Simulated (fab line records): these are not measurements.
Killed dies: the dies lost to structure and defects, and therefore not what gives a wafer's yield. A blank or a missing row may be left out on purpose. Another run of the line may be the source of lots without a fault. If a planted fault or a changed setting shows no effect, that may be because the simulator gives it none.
Chamber matching + flow sky130 + 4 sister chambers for SKY_VIA4_CMP_21 on cmp-02
The step polishes, stops on SiO2, t overpolish 25 s, target thk 0 nm. 4 wafers are shown with their chamber, then 11 later ones without.

## WAFERS, EACH WITH ITS CHAMBER
| wafer  | chamber | time_to_endpoint_s (s) |
|--------|---------|------------------------|
| L081.4 | 2       | 109                    |
| L085.2 | 3       | 130                    |
| L085.3 | 1       | 120                    |
| L087.2 | 0       | 124                    |

## WAFERS MISSING THEIR CHAMBER
| wafer  | time_to_endpoint_s (s) |
|--------|------------------------|
| L087.3 | 113                    |
| L087.4 | 120                    |
| L089.3 | 128                    |
| L089.4 | 126                    |
| L089.6 | 133                    |
| L092.1 | 112                    |
| L092.5 | 112                    |
| L092.6 | 136                    |
| L093.2 | 120                    |
| L093.3 | 110                    |
| L093.6 | 113                    |

## WHICH CHAMBER EACH WENT THROUGH
| wafer  | from the rows above          | in truth |
|--------|------------------------------|----------|
| L087.3 | can't be placed: 2 or 1      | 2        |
| L087.4 | can't be placed: 1 or 0      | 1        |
| L089.3 | can't be placed: 3 or 0 or 1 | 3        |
| L089.4 | can't be placed: 0 or 3 or 1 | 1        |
| L089.6 | can't be placed: 3 or 0      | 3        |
| L092.1 | can't be placed: 2 or 1      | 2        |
| L092.5 | can't be placed: 2 or 1      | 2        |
| L092.6 | can't be placed: 3 or 0      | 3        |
| L093.2 | can't be placed: 1 or 0      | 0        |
| L093.3 | 2                            | 2        |
| L093.6 | can't be placed: 2 or 1      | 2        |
Placed correctly: 1 of 11. From these rows, 10 cannot be placed; in 10 the true chamber is one of the candidates. Number placed wrongly: 0.
How it was worked out, from the rows above alone: a wafer's distance from a chamber is the root of the sum, over the readings, of the square of ((its reading less the chamber's mean) divided by the reading's scatter). The wafer belongs to the nearest chamber; if the next one is less than 2 further off, it can't be placed. A chamber's mean is the mean of its shown wafers. The scatter (one wafer shown for each chamber): square how far every hidden wafer sits from the nearest shown wafer, average those squares and take the square root.
